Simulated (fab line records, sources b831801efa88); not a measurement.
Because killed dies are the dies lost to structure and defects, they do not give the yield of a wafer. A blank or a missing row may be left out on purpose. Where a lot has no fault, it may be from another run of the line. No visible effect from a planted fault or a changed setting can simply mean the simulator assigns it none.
The tool behind it: which one?	flow gf180mcu	11 lots, 33 wafers sampled, at 7 steps of a route of 602

WHAT EACH GAUGE READ, for each wafer
GF_V1_RS_MEAS_24: the measuring method here is four-point-probe. Usual: for V1_W_RS the level is 0.328 ohm/sq and the standard deviation is 0.0038.
lot	measured	on	V1_W_RS (ohm/sq)	flag
L820	day 18 14:45	film metro-04	0.325 0.339 0.327	
L821	day 18 17:50	film metro-01	0.331 0.332 0.329	
L822	day 19 12:27	film metro-04	0.327 0.320 0.319	
L824	day 19 18:58	film metro-01	0.328 0.327 0.334	
L827	day 20 18:14	film metro-03	0.331 0.321 0.331	
L832	day 23 00:06	film metro-04	0.325 0.387 0.326	OFF
L833	day 23 17:52	film metro-04	0.389 0.331 0.326	OFF
L837	day 24 13:27	film metro-03	0.330 0.330 0.326	
L838	day 24 19:31	film metro-04	0.331 0.330 0.330	
L840	day 25 15:23	film metro-04	0.333 0.334 0.332	
L843	day 26 12:23	film metro-04	0.324 0.325 0.326	

GF_V1_THK_MEAS_25: measures by xrf. Usual: for V1_W_THK the level is 351 nm and the standard deviation is 4.6.
lot	measured	on	V1_W_THK (nm)	flag
L820	day 18 14:52	film metro-04	353 341 355	
L821	day 18 17:57	film metro-01	342 339 342	
L822	day 19 12:34	film metro-04	350 360 360	
L824	day 19 19:04	film metro-01	348 349 341	
L827	day 20 18:20	film metro-03	348 358 350	
L832	day 23 00:13	film metro-04	354 299 354	OFF
L833	day 23 17:59	film metro-04	297 351 354	OFF
L837	day 24 13:34	film metro-03	352 351 355	
L838	day 24 19:38	film metro-04	350 350 351	
L840	day 25 15:30	film metro-04	348 345 346	
L843	day 26 12:30	film metro-04	356 355 355	

GF_M2_RS_MEAS_05: the measuring method here is four-point-probe. Usual: for M2_ALCU_RS the level is 0.0692 ohm/sq and the standard deviation is 0.00055.
lot	measured	on	M2_ALCU_RS (ohm/sq)	flag
L820	day 18 15:27	film metro-03	0.0701 0.0693 0.0702	
L821	day 18 18:32	film metro-04	0.0683 0.0690 0.0684	
L822	day 19 13:09	film metro-04	0.0687 0.0699 0.0687	
L824	day 19 19:40	film metro-02	0.0697 0.0696 0.0707	
L827	day 20 18:58	film metro-04	0.0690 0.0687 0.0684	
L832	day 23 00:48	film metro-02	0.0687 0.0686 0.0686	
L833	day 23 18:34	film metro-02	0.0693 0.0696 0.0698	
L837	day 24 14:09	film metro-03	0.0686 0.0689 0.0683	
L838	day 24 20:13	film metro-04	0.0690 0.0679 0.0683	
L840	day 25 16:06	film metro-04	0.0697 0.0691 0.0690	
L843	day 26 13:05	film metro-03	0.0692 0.0693 0.0696	

TOOL THAT RAN EACH LOT (tool first, then ch and the chambers of the sampled wafers, then the start)
lot	GF_M1_METAL_ETCH_16	GF_V1_CVD_23	GF_V1_CMP_26	GF_M2_SPUTTER_02
L820	rie metal-04 ch 0,1, day 17 12:58	cvd w-01 ch 0,1, day 18 14:37	cmp-01 ch 0,2,3, day 18 15:01	pvd sputter-02, day 18 15:20
L821	rie metal-04 ch 0,1, day 17 15:37	cvd w-02 ch 0,1, day 18 17:43	cmp-01 ch 0,3, day 18 18:04	pvd sputter-04, day 18 18:26
L822	rie metal-02 ch 1, day 18 09:25	cvd w-01 ch 0,1, day 19 12:20	cmp-01 ch 0,1,3, day 19 12:38	pvd sputter-02, day 19 13:04
L824	rie metal-03 ch 0,1, day 18 15:58	cvd w-01 ch 0,1, day 19 18:50	cmp-02 ch 0,1,3, day 19 19:13	pvd sputter-04, day 19 19:33
L827	rie metal-03 ch 0,1, day 19 16:33	cvd w-01 ch 0,1, day 20 18:06	cmp-01 ch 0,1, day 20 18:29	pvd sputter-01, day 20 18:52
L832	rie metal-04 ch 0, day 21 22:24	cvd w-01 ch 0,1, day 22 23:55	cmp-01 ch 0,2,3, day 23 00:19	pvd sputter-01, day 23 00:41
L833	rie metal-02 ch 1, day 22 16:58	cvd w-01 ch 0,1, day 23 17:45	cmp-02 ch 1,2, day 23 18:02	pvd sputter-02, day 23 18:28
L837	rie metal-02 ch 1, day 23 13:31	cvd w-02 ch 0,1, day 24 13:20	cmp-02 ch 1,2,3, day 24 13:41	pvd sputter-01, day 24 14:04
L838	rie metal-04 ch 0,1, day 23 19:12	cvd w-02 ch 0,1, day 24 19:23	cmp-02 ch 0,2,3, day 24 19:42	pvd sputter-01, day 24 20:08
L840	rie metal-02 ch 0, day 24 14:16	cvd w-02 ch 1, day 25 15:16	cmp-01 ch 0,1,2, day 25 15:38	pvd sputter-04, day 25 16:01
L843	rie metal-02 ch 1, day 25 13:15	cvd w-02 ch 1, day 26 12:16	cmp-02 ch 2,3, day 26 12:34	pvd sputter-01, day 26 12:59
- GF_M1_METAL_ETCH_16: etches the open film in Cl2/BCl3, stops on SiO2, target depth 750.8 nm, time 125.1 s.
- GF_V1_CVD_23: deposits W, target thk 350 nm, time 105.05 s.
- GF_V1_CMP_26: polishes, stops on SiO2, t overpolish 15 s, target thk 0 nm.
- GF_M2_SPUTTER_02: material AlCu, target thk 450 nm, time 23.9 s.

WHAT THE TOOLS THEMSELVES READ (means of the sampled wafers that have a number; where no wafer has one, the mark that the record gives instead)
GF_M1_METAL_ETCH_16. Usual: bias w 140.0 W, standard deviation 0.42; drypump motor current A 5.63 A, standard deviation 0.3; oes product au 0.991 a.u., standard deviation 0.0064; throttle valve pct 28.228 %, standard deviation 0.0099.
lot	tool	bias w (W)	drypump motor current A (A)	oes product au (a.u.)	throttle valve pct (%)	flag
L820	rie metal-04	139.9	5.80	0.992	28.228	
L821	rie metal-04	140.1	5.83	0.994	28.236	
L822	rie metal-02	139.8	5.12	0.993	28.227	
L824	rie metal-03	139.3	5.80	0.987	28.238	
L827	rie metal-03	139.9	5.82	0.993	28.230	
L832	rie metal-04	139.9	5.94	0.993	28.227	
L833	rie metal-02	140.3	5.13	0.992	28.229	
L837	rie metal-02	140.6	5.12	0.991	28.216	
L838	rie metal-04	140.0	5.77	0.987	28.230	
L840	rie metal-02	140.5	5.29	0.989	28.236	
L843	rie metal-02	139.4	5.12	0.988	28.226	

GF_V1_CVD_23. Usual: chamber pressure Torr 40.00 Torr, standard deviation 0.075; heater power w 822 W, standard deviation 100.
lot	tool	chamber pressure Torr (Torr)	heater power w (W)	flag
L820	cvd w-01	39.96	802	
L821	cvd w-02	40.05	779	
L822	cvd w-01	39.96	801	
L824	cvd w-01	39.95	802	
L827	cvd w-01	40.01	803	
L832	cvd w-01	36.54	791	OFF
L833	cvd w-01	36.58	800	OFF
L837	cvd w-02	39.96	795	
L838	cvd w-02	39.99	890	
L840	cvd w-02	40.00	695	
L843	cvd w-02	40.10	700	

GF_V1_CMP_26. Usual: motor current A 10.9 A, standard deviation 1.1; time to endpoint s 85 s, standard deviation 4.1.
lot	tool	motor current A (A)	time to endpoint s (s)	flag
L820	cmp-01	10.8	86	
L821	cmp-01	11.2	86	
L822	cmp-01	11.4	89	
L824	cmp-02	11.0	86	
L827	cmp-01	11.0	88	
L832	cmp-01	10.6	82	
L833	cmp-02	10.5	78	
L837	cmp-02	11.1	84	
L838	cmp-02	10.2	83	
L840	cmp-01	10.7	81	
L843	cmp-02	10.0	79	

GF_M2_SPUTTER_02. Usual: throttle valve pct reads 30.1 % (standard deviation 1.6).
lot	tool	throttle valve pct (%)	flag
L820	pvd sputter-02	31.6	
L821	pvd sputter-04	30.6	
L822	pvd sputter-02	29.9	
L824	pvd sputter-04	30.9	
L827	pvd sputter-01	31.0	
L832	pvd sputter-01	30.0	
L833	pvd sputter-02	30.5	
L837	pvd sputter-01	30.7	
L838	pvd sputter-01	28.3	
L840	pvd sputter-04	30.6	
L843	pvd sputter-01	29.0	

THE ANSWER, worked out from the rows above alone
Rule: a lot is off if the mean of its wafers that have a number lies more than 3 standard deviations from the usual mean. A lot without any number at a reading at which 4 lots or more have one is off too. The other lots that the step has rows for count as sound. After the gauges, taken in route order, come the tools' own readings; for these a lot's mean is taken, as printed above. At the first step where some lot is off, the reading lying furthest off is the one used; lots without a number count as furthest.
Off: at GF_V1_RS_MEAS_24 (V1_W_RS), L832, L833.
If a tool, at a process step before that reading, ran all the lots that are off and no sound lot after the first of them, it fits. The gauges at GF_V1_RS_MEAS_24 aren't tried: what is off there is off at GF_V1_CVD_23 too, on other tools, and a gauge's error can't cause that. One fits: GF_V1_CVD_23 on cvd w-01. Its last sound lot is L827 (day 20 18:06), its first lot that is off L832 (day 22 23:55): a fault that began between those two fits.
On the lots that are off, the tool's own readings at GF_V1_CVD_23 differ by more than 5 times the standard deviation of the sound lots' means, which bears it out; chamber pressure Torr reads 36.56 Torr there versus 40.00 Torr on the sound lots.

WHAT THE SIMULATOR HAD INSERTED
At GF_V1_CVD_23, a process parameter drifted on cvd w-01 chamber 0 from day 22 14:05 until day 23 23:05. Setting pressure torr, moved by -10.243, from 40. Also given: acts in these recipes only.
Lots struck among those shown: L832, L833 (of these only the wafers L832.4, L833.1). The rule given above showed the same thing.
